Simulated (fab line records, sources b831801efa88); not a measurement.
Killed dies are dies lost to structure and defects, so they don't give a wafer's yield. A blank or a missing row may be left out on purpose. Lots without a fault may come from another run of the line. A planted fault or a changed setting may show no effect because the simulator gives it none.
Problem report in the 8D (eight disciplines) form, filled by code | flow sky130 | the parts of the form that need people (team, actions taken, sign-off) are left out

1. THE PROBLEM
killed_at_M0_to_M3 at SKY_PAD_OPEN_PROBE_99 reads a mean of 101 on 3 wafers of 2 lots; wafers without a fault read 43 with a standard deviation of 7.4. That is +7.9 standard deviations from the usual mean.
First seen on wafer L797.5, day 49 17:22, on prober-02. The record holds 36 wafers of 12 lots with a number at this step. Rule for "out", or "out of limits": more than 4 standard deviations from the usual mean. The other wafers with a number count as sound.

2. WHAT IT IS AND WHAT IT IS NOT
question                    | is                                                                                                       | is not
which readings at this step | killed_at_M0_to_M3, defect_limited_yield, killed_dies, sort_bin_3_pad_short, sort_n_pass, sort_yield_pct | killed_at_M4_up, killed_at_contacts, killed_at_front_end, killed_at_other, killed_open, killed_short, sort_bin_6_memory
which lots                  | L797, L799                                                                                               | L781, L782, L784, L785, L786, L787, L788, L793, L795, L798
which wafers of those lots  | L797.5, L799.2, L799.5                                                                                   | L797.2, L797.4, L799.4
read on which tools         | prober-02                                                                                                | prober-01
when                        | from day 49 17:22                                                                                        | up to then (29 sound wafers); but 4 sound wafers of L798, L799 came after

3. SUSPECTS, AND WHAT RULES EACH OUT
Counting: a tool at a process step up to the reading stays a suspect if it ran every lot that is out. Sound lots after the first of them don't rule it out here, since some wafers of a struck lot are sound.
- pvd_sputter-03 at SKY_VIA3_SPUTTER_20 (material TiN, target thk 20 nm, time 80 s): kept. It ran every lot that is out, first L797 (day 44 11:51); its last sound lot up to then is L795 (day 43 22:51).
- pecvd-03 at SKY_PASSIVATION_CVD_00 (deposits SiO2, target thk 90 nm): kept. It ran every lot that is out, first L797 (day 48 02:43).
- prober-02 at SKY_PAD_OPEN_PROBE_99: kept. It ran every lot that is out, first L797 (day 49 17:13); its last sound lot up to then is L795 (day 49 08:58). Its own readings are out on those wafers: defect_limited_yield, killed_at_M0_to_M3, killed_dies, sort_bin_3_pad_short, sort_n_pass, sort_yield_pct.
Left after counting: pvd_sputter-03 at SKY_VIA3_SPUTTER_20, pecvd-03 at SKY_PASSIVATION_CVD_00, prober-02 at SKY_PAD_OPEN_PROBE_99.

4. THE CAUSE (what the simulator had put in)
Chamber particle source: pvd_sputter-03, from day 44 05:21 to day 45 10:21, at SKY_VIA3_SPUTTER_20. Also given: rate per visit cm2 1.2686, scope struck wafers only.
Counting left 3 suspects, and this tool is among them.

5. THE CHAIN OF EFFECTS, in route order
Each row: a reading whose mean over the struck wafers that have a number lies more than 3 standard deviations from the usual. Only readings for which the record gives a usual standard deviation are gone through. hours: the time from each lot's start at the first step in this table that gives one to its start at this step, as a median over the lots. sigmas: the change in usual standard deviations.
hours | step                  | reading              | usual  | on struck wafers | change | sigmas
0     | SKY_PAD_OPEN_PROBE_99 | defect_limited_yield | 82.3 % | 73.0             | -9.3   | -4.4
0     | SKY_PAD_OPEN_PROBE_99 | killed_at_M0_to_M3   | 43     | 101              | +58    | +7.9
0     | SKY_PAD_OPEN_PROBE_99 | killed_dies          | 87     | 133              | +46    | +4.6
0     | SKY_PAD_OPEN_PROBE_99 | sort_bin_3_pad_short | 0.9 %  | 4.1              | +3.2   | +7.4
0     | SKY_PAD_OPEN_PROBE_99 | sort_bin_5_function  | 10.5 % | 16.7             | +6.2   | +4.1
0     | SKY_PAD_OPEN_PROBE_99 | sort_n_pass          | 405    | 359              | -46    | -4.6
0     | SKY_PAD_OPEN_PROBE_99 | sort_yield_pct       | 82.3 % | 73.0             | -9.3   | -4.4
The process steps in it:
- SKY_PAD_OPEN_PROBE_99

6. WHAT WOULD HAVE CAUGHT IT SOONER
In this record the first reading out of limits was taken at day 49 17:22, 132 hours after the fault began at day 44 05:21.
Of the tool readings at SKY_VIA3_SPUTTER_20 for which the record gives a usual standard deviation, none was out on any struck wafer, so an alarm limit of 4 standard deviations on them would not have fired.
All the lots that are out (2) had begun SKY_VIA3_SPUTTER_20 on pvd_sputter-03 by day 49 17:22. A hold on the tool at that time would have spared none of them.
